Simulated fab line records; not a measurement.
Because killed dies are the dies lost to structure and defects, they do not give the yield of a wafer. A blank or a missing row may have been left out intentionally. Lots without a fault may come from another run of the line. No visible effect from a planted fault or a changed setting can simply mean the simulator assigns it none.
Matching of chambers -- flow sky130 -- cmp-01 running SKY_VIA1_CMP_24: 4 sister chambers
The step polishes, stops on SiO2, t overpolish 15 s, target thk 0 nm. 20 wafers are shown with their chamber, then 10 later ones without.

== EACH WAFER AND ITS CHAMBER ==
wafer,chamber,motor-current-A (A),time-to-endpoint-s (s),overpolish-run-s (s)
L075.1,0,11.3,64,14.988
L075.4,2,10.6,65,15.003
L075.5,2,10.6,68,14.998
L077.1,0,11.0,66,15.012
L077.4,1,10.4,58,14.995
L077.5,2,10.7,67,14.987
L079.2,1,10.5,63,14.997
L079.4,0,11.4,67,15.006
L079.6,2,10.8,70,14.997
L083.1,0,11.7,65,14.998
L083.2,3,14.0,65,14.986
L083.6,1,10.7,58,14.989
L086.1,0,11.6,66,15.005
L086.3,2,11.1,68,15.014
L086.6,2,10.8,70,15.007
L088.2,0,11.2,69,15.006
L088.5,3,12.9,66,15.000
L088.6,2,10.5,71,14.996
L092.1,2,10.9,76,15.001
L092.3,1,10.8,69,14.978

SIGNATURES (averages over the wafers above)
reading,chamber 0,chamber 1,chamber 2,chamber 3,scatter within a chamber
motor-current-A,11.367,10.600,10.750,13.450,0.285
time-to-endpoint-s,66.17,62.00,69.38,65.50,3.29
overpolish-run-s,15.00250,14.98975,15.00038,14.99300,0.00837
Rule: a wafer lies at a distance from a chamber equal to the root of the sum of squares, over the readings, of (its reading less the chamber's mean, divided by the reading's scatter). The wafer belongs to the nearest chamber; if the next one is less than 2 further off, it can't be placed. The scatter: take each reading less its chamber's mean, square it, sum over the shown wafers, divide by the number of wafers less the number of chambers, and take the root.

== WAFERS MISSING THEIR CHAMBER ==
wafer,motor-current-A (A),time-to-endpoint-s (s),overpolish-run-s (s)
L092.6,11.0,75,15.005
L094.3,11.2,68,14.989
L094.4,11.0,70,15.002
L094.6,11.1,64,15.005
L096.1,12.1,68,14.990
L096.2,11.0,73,14.989
L096.3,13.9,69,14.999
L097.3,10.7,72,15.002
L097.5,11.6,70,15.005
L097.6,10.6,66,15.004

== WHICH CHAMBER EACH WENT THROUGH ==
wafer,from the rows above,in truth
L092.6,can't be placed: 2 or 0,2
L094.3,can't be placed: 0 or 2 or 1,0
L094.4,can't be placed: 2 or 0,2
L094.6,can't be placed: 0 or 2 or 1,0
L096.1,can't be placed: 0 or 3 or 2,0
L096.2,can't be placed: 2 or 0 or 1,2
L096.3,3,3
L097.3,2,2
L097.5,can't be placed: 0 or 2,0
L097.6,can't be placed: 2 or 1 or 0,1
Correct placement for 2 of the 10. Not placeable from these rows: 8 (in 8, the candidates include the true chamber). 0 placed wrongly.
